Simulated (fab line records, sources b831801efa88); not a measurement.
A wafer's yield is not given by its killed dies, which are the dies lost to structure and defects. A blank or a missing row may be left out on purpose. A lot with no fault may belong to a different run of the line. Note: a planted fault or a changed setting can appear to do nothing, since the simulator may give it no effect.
Matching of chambers    flow gf180mcu    4 sister chambers for GF_V4_CMP_26 on cmp-01
The step polishes, stops on SiO2, t overpolish 15 s, target thk 0 nm. 8 wafers are shown with their chamber, then 12 later ones without.

WAFERS PAIRED WITH THEIR CHAMBERS
wafer   chamber  motorCurrentA (A)  timeToEndpointS (s)
L087.2  1        13.1               79
L087.3  3        8.2                78
L088.1  1        14.2               74
L088.2  2        10.1               80
L088.4  0        10.9               70
L090.2  3        8.4                88
L090.4  2        9.9                85
L090.5  0        11.0               76

WAFERS MISSING THEIR CHAMBER
wafer   motorCurrentA (A)  timeToEndpointS (s)
L093.3  9.8                80
L093.4  11.9               75
L093.6  10.6               72
L093.1  8.7                81
L093.2  13.6               73
L093.5  14.8               75
L095.1  10.2               80
L095.3  11.5               74
L095.6  13.6               77
L096.1  8.2                82
L096.5  10.7               75
L096.6  13.7               80

CHAMBER TAKEN BY EACH
wafer   from the rows above      in truth
L093.3  2                        2
L093.4  can't be placed: 0 or 1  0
L093.6  can't be placed: 0 or 2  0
L093.1  3                        3
L093.2  1                        1
L093.5  1                        1
L095.1  can't be placed: 2 or 0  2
L095.3  0                        0
L095.6  1                        1
L096.1  3                        3
L096.5  can't be placed: 0 or 2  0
L096.6  1                        1
8 of 12 placed correctly. Cannot be placed on the basis of these rows: 4; the candidates contain the true chamber in 4. Wrongly placed: 0.
How it was worked out, from the rows above alone: a wafer's distance from a chamber is the root of the sum, over the readings, of the square of ((its reading less the chamber's mean) divided by the reading's scatter). The wafer belongs to the nearest chamber; if the next one is less than 2 further off, it can't be placed. For every chamber, the mean is computed from those of its wafers that are shown. The scatter: the root of (the sum of the squares of (reading less its chamber's mean) over the shown wafers, divided by (wafers less chambers)).
